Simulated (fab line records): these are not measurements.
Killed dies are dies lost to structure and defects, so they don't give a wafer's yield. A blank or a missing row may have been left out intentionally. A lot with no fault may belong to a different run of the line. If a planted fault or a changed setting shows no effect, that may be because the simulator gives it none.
Which of the tools did it?	flow sky130	13 lots with 39 wafers sampled at 6 steps, on a route of 708 steps

WHAT THE GAUGES SHOWED, per wafer
SKY_FIELD_ISO_THK_MEAS_02.
lot	measured	on	FIELD_ISO_OXIDATION_00_THK (nm)
L111	day 1 17:22	film-metro-02	12.37 12.00 12.09
L114	day 2 08:52	film-metro-04	12.31 12.09 12.10
L116	day 2 18:10	film-metro-04	11.95 11.82 12.11
L117	day 3 00:02	film-metro-03	12.61 12.17 12.35
L120	day 3 15:34	film-metro-04	11.83 11.86 11.83
L121	day 3 19:59	film-metro-02	11.92 12.26 11.94
L126	day 4 21:33	film-metro-04	12.08 12.29 12.15
L127	day 5 00:38	film-metro-02	11.95 11.59 11.86
L128	day 5 06:48	film-metro-04	12.06 12.23 12.08
L129	day 5 10:58	film-metro-03	11.48 11.50 11.61
L130	day 5 16:50	film-metro-02	11.59 11.67 11.69
L132	day 6 04:56	film-metro-03	11.77 11.87 11.87
L133	day 6 09:21	film-metro-04	12.11 11.89 12.04

SKY_NWELL_TW_MEAS_15.
lot	measured	on	NWELL_TW
L111	day 4 19:28	film-metro-04	1832 1816 1820
L114	day 5 17:03	film-metro-01	1836 1811 1826
L116	day 6 03:31	film-metro-04	1810 1812 1813
L117	day 6 09:10	film-metro-02	1815 1814 1812
L120	day 7 02:23	film-metro-04	1813 1810 1818
L121	day 7 06:39	film-metro-01	30 30 30
L126	day 8 12:01	film-metro-01	1821 1828 1815
L127	day 8 19:52	film-metro-01	1810 1816 1808
L128	day 9 03:52	film-metro-04	1825 1826 1812
L129	day 9 08:43	film-metro-01	1818 1825 1812
L130	day 9 13:13	film-metro-02	1812 1800 1805
L132	day 10 00:42	film-metro-04	1812 1808 1815
L133	day 10 07:36	film-metro-02	1798 1804 1802

SKY_NWELL_TW_MEAS_26.
lot	measured	on	NWELL_2_TW
L111	day 5 13:22	film-metro-02	489 492 490
L114	day 6 11:48	film-metro-02	489 491 490
L116	day 6 22:43	film-metro-04	493 490 491
L117	day 7 04:41	film-metro-01	494 492 492
L120	day 7 22:59	film-metro-01	494 495 493
L121	day 8 03:03	film-metro-01	491 494 491
L126	day 9 09:45	film-metro-02	491 491 490
L127	day 9 17:49	film-metro-04	492 494 495
L128	day 10 01:21	film-metro-01	486 489 487
L129	day 10 07:12	film-metro-01	487 487 486
L130	day 10 10:43	film-metro-02	486 488 488
L132	day 10 23:04	film-metro-01	486 486 486
L133	day 11 06:19	film-metro-04	492 492 493

SKY_VT_ADJUST_HVTP_CD_MEAS_07: the cd target is 380 nm.
lot	measured	on	cd-nm (nm)
L111	day 6 07:54	cd-sem-01	377.2 378.7 379.5
L114	day 7 07:10	cd-sem-01	378.7 378.7 380.0
L116	day 7 19:14	cd-sem-01	381.9 381.7 382.1
L117	day 8 01:25	cd-sem-01	382.3 382.1 380.5
L120	day 8 20:31	cd-sem-02	386.3 386.2 386.4
L121	day 8 23:46	cd-sem-02	379.7 380.7 377.4
L126	day 10 08:02	cd-sem-02	376.9 379.2 379.4
L127	day 10 15:53	cd-sem-01	384.7 379.6 380.5
L128	day 10 23:55	cd-sem-01	377.0 378.3 378.6
L129	day 11 06:38	cd-sem-02	380.1 380.9 381.3
L130	day 11 09:49	cd-sem-02	376.4 376.5 372.2
L132	day 11 22:34	cd-sem-02	383.5 381.6 382.0
L133	day 12 06:40	cd-sem-01	374.0 373.6 375.3

WHICH TOOL RAN EACH LOT (tool, then ch and the chambers of the sampled wafers, then the start)
lot	SKY_PWDE_STRIP_09	SKY_NWELL_STRIP_14
L111	plasma-asher-02 ch 0,1, day 4 01:44	plasma-asher-04 ch 0,1, day 4 19:23
L114	plasma-asher-03 ch 0,1, day 4 22:06	plasma-asher-04 ch 1, day 5 16:57
L116	plasma-asher-01 ch 0,1, day 5 08:48	plasma-asher-03 ch 0,1, day 6 03:24
L117	plasma-asher-03 ch 0,1, day 5 14:38	plasma-asher-03 ch 0,1, day 6 09:05
L120	plasma-asher-01 ch 0,1, day 6 07:11	plasma-asher-04 ch 0,1, day 7 02:17
L121	plasma-asher-01 ch 0,1, day 6 11:26	plasma-asher-03 ch 0,1, day 7 06:33
L126	plasma-asher-02 ch 0,1, day 7 14:33	plasma-asher-04 ch 0,1, day 8 11:55
L127	plasma-asher-03 ch 0,1, day 7 22:30	plasma-asher-01 ch 0,1, day 8 19:45
L128	plasma-asher-02 ch 1, day 8 06:23	plasma-asher-04 ch 0,1, day 9 03:46
L129	plasma-asher-02 ch 0,1, day 8 10:42	plasma-asher-01 ch 0,1, day 9 08:36
L130	plasma-asher-01 ch 0,1, day 8 14:50	plasma-asher-04 ch 0,1, day 9 13:08
L132	plasma-asher-03 ch 0,1, day 9 01:33	plasma-asher-03 ch 0,1, day 10 00:36
L133	plasma-asher-02 ch 0,1, day 9 08:57	plasma-asher-03 ch 0,1, day 10 07:30
- SKY_PWDE_STRIP_09: strips in O2/N2.
- SKY_NWELL_STRIP_14: strips in O2/N2.

AS READ BY THE TOOLS THEMSELVES (means over the sampled wafers that have a number; for cases with no such wafer, the mark the record gives instead)
SKY_PWDE_STRIP_09.
lot	tool	drypump-motor-current-A (A)	oes-product-au (a.u.)	strip-time-to-endpoint-s (s)
L111	plasma-asher-02	5.3	0.719	36.92
L114	plasma-asher-03	6.2	0.721	36.90
L116	plasma-asher-01	5.6	0.722	36.71
L117	plasma-asher-03	6.3	0.725	36.87
L120	plasma-asher-01	5.6	0.721	36.98
L121	plasma-asher-01	5.8	0.930	-
L126	plasma-asher-02	5.3	0.725	36.74
L127	plasma-asher-03	6.0	0.721	36.95
L128	plasma-asher-02	5.5	0.726	36.89
L129	plasma-asher-02	5.2	0.725	36.82
L130	plasma-asher-01	5.6	0.726	36.89
L132	plasma-asher-03	6.2	0.722	36.93
L133	plasma-asher-02	5.3	0.721	36.80

SKY_NWELL_STRIP_14.
lot	tool	drypump-motor-current-A (A)	oes-product-au (a.u.)	strip-time-to-endpoint-s (s)
L111	plasma-asher-04	5.9	0.723	36.70
L114	plasma-asher-04	5.2	0.723	36.80
L116	plasma-asher-03	6.3	0.724	36.78
L117	plasma-asher-03	6.2	0.723	36.88
L120	plasma-asher-04	5.8	0.727	37.00
L121	plasma-asher-03	6.3	0.727	60.75
L126	plasma-asher-04	5.5	0.722	37.12
L127	plasma-asher-01	5.8	0.720	36.80
L128	plasma-asher-04	5.5	0.721	36.82
L129	plasma-asher-01	5.6	0.724	36.83
L130	plasma-asher-04	5.5	0.720	36.98
L132	plasma-asher-03	6.0	0.723	36.68
L133	plasma-asher-03	6.3	0.724	36.95

THE ANSWER, worked out from the rows above alone
Rule: what is usual is taken from the lots themselves. The widest of any qualifying gaps counts: lots, ordered by their means at a reading, are off when they make up no more than a third of the lots, leave a main group of 4 or more, and stand apart from it by 3 or more times the standard deviation of that group's means. Not used: any main group whose means are identical at the precision the tables above print for the reading. Also off: a lot with no number at a reading for which 4 or more lots have one. All remaining lots with rows at the step are treated as sound. After the gauges, taken in route order, come the tools' own readings; for these a lot's mean is taken, as printed above. The first step at which some lot is off is used, and at that step the reading that is off furthest; a lot without a number counts as furthest.
Off: L121, at SKY_NWELL_TW_MEAS_15 (NWELL_TW). The main group has a mean of 1815 with a standard deviation of 6.7.
If a tool, at a process step before that reading, ran all the lots that are off and no sound lot after the first of them, it fits. Not tried: the gauges at SKY_NWELL_TW_MEAS_15; whatever is off there is also off at SKY_PWDE_STRIP_09, on other tools, and gauge error can't account for it. No candidate that was tried fits.

WHAT THE SIMULATOR HAD INSERTED
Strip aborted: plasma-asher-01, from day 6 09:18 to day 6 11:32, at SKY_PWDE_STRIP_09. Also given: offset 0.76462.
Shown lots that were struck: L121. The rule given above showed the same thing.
